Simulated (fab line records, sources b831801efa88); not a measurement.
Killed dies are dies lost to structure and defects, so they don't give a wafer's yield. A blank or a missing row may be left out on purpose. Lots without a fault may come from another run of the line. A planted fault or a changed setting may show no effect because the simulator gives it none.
Chamber matching | flow gf180mcu | GF_V2_CMP_26 on cmp-01: 4 sister chambers
The step polishes, stops on SiO2, t overpolish 15 s, target thk 0 nm. 4 wafers are shown with their chamber, then 12 later ones without.

WAFERS WITH THEIR CHAMBER
wafer  | chamber | motor_current_A (A)
L087.3 | 0       | 10.8
L088.1 | 3       | 11.3
L088.4 | 2       | 12.4
L088.5 | 1       | 9.6

WAFERS WITHOUT THEIR CHAMBER
wafer  | motor_current_A (A)
L089.1 | 12.3
L089.4 | 11.2
L089.5 | 11.9
L092.3 | 12.2
L092.4 | 11.7
L092.5 | 12.1
L093.2 | 10.9
L093.4 | 11.9
L093.6 | 10.7
L096.2 | 10.3
L096.3 | 11.9
L096.5 | 11.0

WHICH CHAMBER EACH WENT THROUGH
wafer  | from the rows above          | in truth
L089.1 | 2                            | 2
L089.4 | can't be placed: 3 or 0      | 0
L089.5 | can't be placed: 2 or 3 or 0 | 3
L092.3 | 2                            | 2
L092.4 | can't be placed: 3 or 2 or 0 | 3
L092.5 | can't be placed: 2 or 3      | 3
L093.2 | can't be placed: 0 or 3      | 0
L093.4 | can't be placed: 2 or 3 or 0 | 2
L093.6 | can't be placed: 0 or 3      | 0
L096.2 | can't be placed: 0 or 1 or 3 | 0
L096.3 | can't be placed: 2 or 3 or 0 | 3
L096.5 | can't be placed: 0 or 3      | 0
Placed correctly: 2 of 12. Can't be placed from these rows: 10 (the true chamber is among the candidates in 10). Placed wrongly: 0.
How it was worked out, from the rows above alone: a wafer's distance from a chamber is the root of the sum, over the readings, of the square of ((its reading less the chamber's mean) divided by the reading's scatter). The wafer belongs to the nearest chamber; if the next one is less than 2 further off, it can't be placed. A chamber's mean is the mean of its shown wafers. The scatter: with one shown wafer a chamber, the root of the mean of the squares of how far each hidden wafer lies from its nearest shown one.
